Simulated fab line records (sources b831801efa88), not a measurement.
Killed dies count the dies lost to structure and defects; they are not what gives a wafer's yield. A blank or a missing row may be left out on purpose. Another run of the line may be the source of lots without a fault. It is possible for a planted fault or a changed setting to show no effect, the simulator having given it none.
Which tool is to blame? / flow gf180mcu / 34 wafers from 12 lots sampled at 5 of the route's 602 steps

## WHAT EACH GAUGE READ, for each wafer
GF_M1_CD_MEAS_14 targets a cd of 230 nm. Usual: 230.4 nm for cd_nm, sd 1.3.
lot=L168; measured=day 16 23:35; on=cd_sem-01; cd_nm (nm)=230.5 231.4 231.0; flag=
lot=L169; measured=day 17 10:18; on=cd_sem-02; cd_nm (nm)=230.9 231.9 232.0; flag=
lot=L170; measured=day 17 18:19; on=cd_sem-01; cd_nm (nm)=230.6 229.8 230.6; flag=
lot=L172; measured=day 18 10:12; on=cd_sem-01; cd_nm (nm)=230.1 231.4 231.8; flag=
lot=L176; measured=day 19 22:08; on=cd_sem-02; cd_nm (nm)=230.7 229.5 229.7; flag=
lot=L177; measured=day 20 08:13; on=cd_sem-02; cd_nm (nm)=230.0 229.8 229.6; flag=
lot=L178; measured=day 20 16:56; on=cd_sem-01; cd_nm (nm)=231.9 231.8 230.2; flag=
lot=L179; measured=day 21 00:05; on=cd_sem-01; cd_nm (nm)=231.1 231.4; flag=
lot=L181; measured=day 21 15:32; on=cd_sem-01; cd_nm (nm)=229.9 228.4 229.8; flag=
lot=L183; measured=day 22 11:31; on=cd_sem-02; cd_nm (nm)=231.3 232.1; flag=
lot=L191; measured=day 25 05:29; on=cd_sem-01; cd_nm (nm)=230.3 229.4 228.9; flag=
lot=L190; measured=day 25 06:28; on=cd_sem-02; cd_nm (nm)=229.0 229.0 228.6; flag=

GF_M4_THK_MEAS_06: measures by xrf. Usual: M4_ALCU_THK typically reads 445 nm, with standard deviation 7.1.
lot=L168; measured=day 22 06:52; on=film_metro-01; M4_ALCU_THK (nm)=457 456 446; flag=
lot=L169; measured=day 22 18:58; on=film_metro-03; M4_ALCU_THK (nm)=428 445 434; flag=
lot=L170; measured=day 23 02:19; on=film_metro-01; M4_ALCU_THK (nm)=449 448 460; flag=
lot=L172; measured=day 23 16:26; on=film_metro-01; M4_ALCU_THK (nm)=451 448 443; flag=
lot=L176; measured=day 25 04:56; on=film_metro-03; M4_ALCU_THK (nm)=446 438 446; flag=
lot=L177; measured=day 25 11:19; on=film_metro-03; M4_ALCU_THK (nm)=445 439 434; flag=
lot=L178; measured=day 25 20:33; on=film_metro-02; M4_ALCU_THK (nm)=438 441 438; flag=
lot=L179; measured=day 26 02:22; on=film_metro-02; M4_ALCU_THK (nm)=447 446; flag=
lot=L181; measured=day 26 15:23; on=film_metro-02; M4_ALCU_THK (nm)=455 459 458; flag=
lot=L183; measured=day 27 09:03; on=film_metro-01; M4_ALCU_THK (nm)=449 438; flag=
lot=L191; measured=day 29 20:01; on=film_metro-01; M4_ALCU_THK (nm)=445 448 443; flag=
lot=L190; measured=day 29 23:38; on=film_metro-02; M4_ALCU_THK (nm)=448 448 447; flag=

GF_V4_OVL_MEAS_15. Usual: V4_OVL typically reads 1 nm, with standard deviation 5.
lot=L168; measured=day 24 04:06; on=overlay-01; V4_OVL (nm)=2 0 6; flag=
lot=L169; measured=day 24 16:51; on=overlay-02; V4_OVL (nm)=2 -7 0; flag=
lot=L170; measured=day 25 00:39; on=overlay-01; V4_OVL (nm)=7 -9 0; flag=
lot=L172; measured=day 25 12:16; on=overlay-02; V4_OVL (nm)=4 11 4; flag=
lot=L176; measured=day 27 00:36; on=overlay-01; V4_OVL (nm)=-2 1 1; flag=
lot=L177; measured=day 27 06:20; on=overlay-01; V4_OVL (nm)=4 4 4; flag=
lot=L178; measured=day 27 15:16; on=overlay-02; V4_OVL (nm)=0 6 0; flag=
lot=L179; measured=day 27 20:13; on=overlay-01; V4_OVL (nm)=-2 -3; flag=
lot=L181; measured=day 28 09:22; on=overlay-01; V4_OVL (nm)=-3 -6 6; flag=
lot=L183; measured=day 29 02:02; on=overlay-02; V4_OVL (nm)=8 13; flag=
lot=L191; measured=day 31 09:05; on=overlay-02; V4_OVL (nm)=8 4 5; flag=
lot=L190; measured=day 31 13:01; on=overlay-01; V4_OVL (nm)=-4 7 -6; flag=

## EACH LOT AND THE TOOL THAT RAN IT (in order: tool; ch and the chambers of the sampled wafers; start)
lot=L168; GF_M3_METAL_ETCH_16=rie_metal-02 ch 0,1, day 21 04:02; GF_M3_STRIP_17=plasma_asher-04 ch 0,1, day 21 04:10
lot=L169; GF_M3_METAL_ETCH_16=rie_metal-04 ch 0,1, day 21 17:03; GF_M3_STRIP_17=plasma_asher-01 ch 0,1, day 21 17:11
lot=L170; GF_M3_METAL_ETCH_16=rie_metal-02 ch 0,1, day 21 23:55; GF_M3_STRIP_17=plasma_asher-02 ch 0,1, day 22 00:02
lot=L172; GF_M3_METAL_ETCH_16=rie_metal-04 ch 0,1, day 22 14:28; GF_M3_STRIP_17=plasma_asher-02 ch 0,1, day 22 14:35
lot=L176; GF_M3_METAL_ETCH_16=rie_metal-02 ch 0, day 24 03:50; GF_M3_STRIP_17=plasma_asher-02 ch 0,1, day 24 04:02
lot=L177; GF_M3_METAL_ETCH_16=rie_metal-04 ch 0,1, day 24 10:52; GF_M3_STRIP_17=plasma_asher-02 ch 1, day 24 10:59
lot=L178; GF_M3_METAL_ETCH_16=rie_metal-04 ch 0,1, day 24 19:20; GF_M3_STRIP_17=plasma_asher-02 ch 0,1, day 24 19:28
lot=L179; GF_M3_METAL_ETCH_16=rie_metal-04 ch 1, day 25 01:33; GF_M3_STRIP_17=plasma_asher-01 ch 0,1, day 25 01:41
lot=L181; GF_M3_METAL_ETCH_16=rie_metal-04 ch 0,1, day 25 14:38; GF_M3_STRIP_17=plasma_asher-02 ch 1, day 25 14:46
lot=L183; GF_M3_METAL_ETCH_16=rie_metal-04 ch 0, day 26 09:18; GF_M3_STRIP_17=plasma_asher-04 ch 1, day 26 09:26
lot=L191; GF_M3_METAL_ETCH_16=rie_metal-02 ch 0,1, day 28 21:58; GF_M3_STRIP_17=plasma_asher-04 ch 0,1, day 28 22:05
lot=L190; GF_M3_METAL_ETCH_16=rie_metal-03 ch 0,1, day 29 00:34; GF_M3_STRIP_17=plasma_asher-02 ch 0,1, day 29 00:41
- GF_M3_METAL_ETCH_16: etches the open film in Cl2/BCl3, stops on SiO2, target depth 750.8 nm, time 125.1 s.
- GF_M3_STRIP_17: strips in O2/N2.

## WHAT THE TOOLS THEMSELVES READ (means of the sampled wafers that have a number; where no wafer has one, the mark that the record gives instead)
GF_M3_METAL_ETCH_16. Usual: drypump_motor_current_A 5.7 A, standard deviation 0.41; oes_product_au 0.987 a.u., standard deviation 0.0092; throttle_valve_pct 28.232 %, standard deviation 0.012.
lot=L168; tool=rie_metal-02; drypump_motor_current_A (A)=5.8; oes_product_au (a.u.)=0.985; throttle_valve_pct (%)=28.246; flag=
lot=L169; tool=rie_metal-04; drypump_motor_current_A (A)=5.2; oes_product_au (a.u.)=0.987; throttle_valve_pct (%)=28.228; flag=
lot=L170; tool=rie_metal-02; drypump_motor_current_A (A)=5.8; oes_product_au (a.u.)=0.985; throttle_valve_pct (%)=28.236; flag=
lot=L172; tool=rie_metal-04; drypump_motor_current_A (A)=5.4; oes_product_au (a.u.)=0.989; throttle_valve_pct (%)=28.235; flag=
lot=L176; tool=rie_metal-02; drypump_motor_current_A (A)=5.6; oes_product_au (a.u.)=0.991; throttle_valve_pct (%)=28.234; flag=
lot=L177; tool=rie_metal-04; drypump_motor_current_A (A)=5.4; oes_product_au (a.u.)=0.980; throttle_valve_pct (%)=28.235; flag=
lot=L178; tool=rie_metal-04; drypump_motor_current_A (A)=5.4; oes_product_au (a.u.)=0.982; throttle_valve_pct (%)=28.237; flag=
lot=L179; tool=rie_metal-04; drypump_motor_current_A (A)=5.7; oes_product_au (a.u.)=0.999; throttle_valve_pct (%)=28.227; flag=
lot=L181; tool=rie_metal-04; drypump_motor_current_A (A)=5.5; oes_product_au (a.u.)=0.990; throttle_valve_pct (%)=28.234; flag=
lot=L183; tool=rie_metal-04; drypump_motor_current_A (A)=5.0; oes_product_au (a.u.)=0.990; throttle_valve_pct (%)=28.238; flag=
lot=L191; tool=rie_metal-02; drypump_motor_current_A (A)=5.8; oes_product_au (a.u.)=0.991; throttle_valve_pct (%)=28.225; flag=
lot=L190; tool=rie_metal-03; drypump_motor_current_A (A)=6.0; oes_product_au (a.u.)=0.989; throttle_valve_pct (%)=28.232; flag=

GF_M3_STRIP_17. Usual: drypump_motor_current_A 5.7 A, standard deviation 0.53; heater_power_w 323 W, standard deviation 24; oes_product_au 0.539 a.u., standard deviation 0.0054; strip_time_to_endpoint_s 7.43 s, standard deviation 0.073.
lot=L168; tool=plasma_asher-04; drypump_motor_current_A (A)=5.9; heater_power_w (W)=319; oes_product_au (a.u.)=0.545; strip_time_to_endpoint_s (s)=7.45; flag=
lot=L169; tool=plasma_asher-01; drypump_motor_current_A (A)=5.2; heater_power_w (W)=329; oes_product_au (a.u.)=0.545; strip_time_to_endpoint_s (s)=7.48; flag=
lot=L170; tool=plasma_asher-02; drypump_motor_current_A (A)=6.2; heater_power_w (W)=312; oes_product_au (a.u.)=0.538; strip_time_to_endpoint_s (s)=7.43; flag=
lot=L172; tool=plasma_asher-02; drypump_motor_current_A (A)=6.2; heater_power_w (W)=309; oes_product_au (a.u.)=0.534; strip_time_to_endpoint_s (s)=7.41; flag=
lot=L176; tool=plasma_asher-02; drypump_motor_current_A (A)=5.7; heater_power_w (W)=315; oes_product_au (a.u.)=0.542; strip_time_to_endpoint_s (s)=7.43; flag=
lot=L177; tool=plasma_asher-02; drypump_motor_current_A (A)=6.6; heater_power_w (W)=299; oes_product_au (a.u.)=0.541; strip_time_to_endpoint_s (s)=7.47; flag=
lot=L178; tool=plasma_asher-02; drypump_motor_current_A (A)=6.2; heater_power_w (W)=307; oes_product_au (a.u.)=0.545; strip_time_to_endpoint_s (s)=7.49; flag=
lot=L179; tool=plasma_asher-01; drypump_motor_current_A (A)=5.3; heater_power_w (W)=334; oes_product_au (a.u.)=0.518; strip_time_to_endpoint_s (s)=6.79; flag=OFF
lot=L181; tool=plasma_asher-02; drypump_motor_current_A (A)=6.6; heater_power_w (W)=296; oes_product_au (a.u.)=0.521; strip_time_to_endpoint_s (s)=7.00; flag=OFF
lot=L183; tool=plasma_asher-04; drypump_motor_current_A (A)=6.0; heater_power_w (W)=340; oes_product_au (a.u.)=0.525; strip_time_to_endpoint_s (s)=6.96; flag=OFF
lot=L191; tool=plasma_asher-04; drypump_motor_current_A (A)=5.9; heater_power_w (W)=332; oes_product_au (a.u.)=0.537; strip_time_to_endpoint_s (s)=7.40; flag=
lot=L190; tool=plasma_asher-02; drypump_motor_current_A (A)=6.2; heater_power_w (W)=309; oes_product_au (a.u.)=0.536; strip_time_to_endpoint_s (s)=7.38; flag=

## THE ANSWER, worked out from the rows above alone
Rule: lot off if the mean of its wafers having a number is beyond 3 standard deviations from the usual mean. A lot without any number at a reading at which 4 lots or more have one is off too. Any other lot the step has rows for is counted as sound. First the gauges in route order, then the tools' own readings, where a lot's mean is used as printed above. At the first step where some lot is off, the reading lying furthest off is the one used; lots without a number count as furthest.
Off: L179, L181, L183, at GF_M3_STRIP_17 (strip_time_to_endpoint_s).
If a tool, at that step or one of the process steps before it, ran each lot that is off and ran no sound lot following the first of them, it fits. One fits: GF_M3_METAL_ETCH_16 on rie_metal-04. Its last sound lot is L178 (day 24 19:20), its first lot that is off L179 (day 25 01:33): a fault that began between those two fits.

## WHAT WAS PUT IN BY THE SIMULATOR
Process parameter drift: rie_metal-04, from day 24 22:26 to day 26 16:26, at GF_M3_METAL_ETCH_16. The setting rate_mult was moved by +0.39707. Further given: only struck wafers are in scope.
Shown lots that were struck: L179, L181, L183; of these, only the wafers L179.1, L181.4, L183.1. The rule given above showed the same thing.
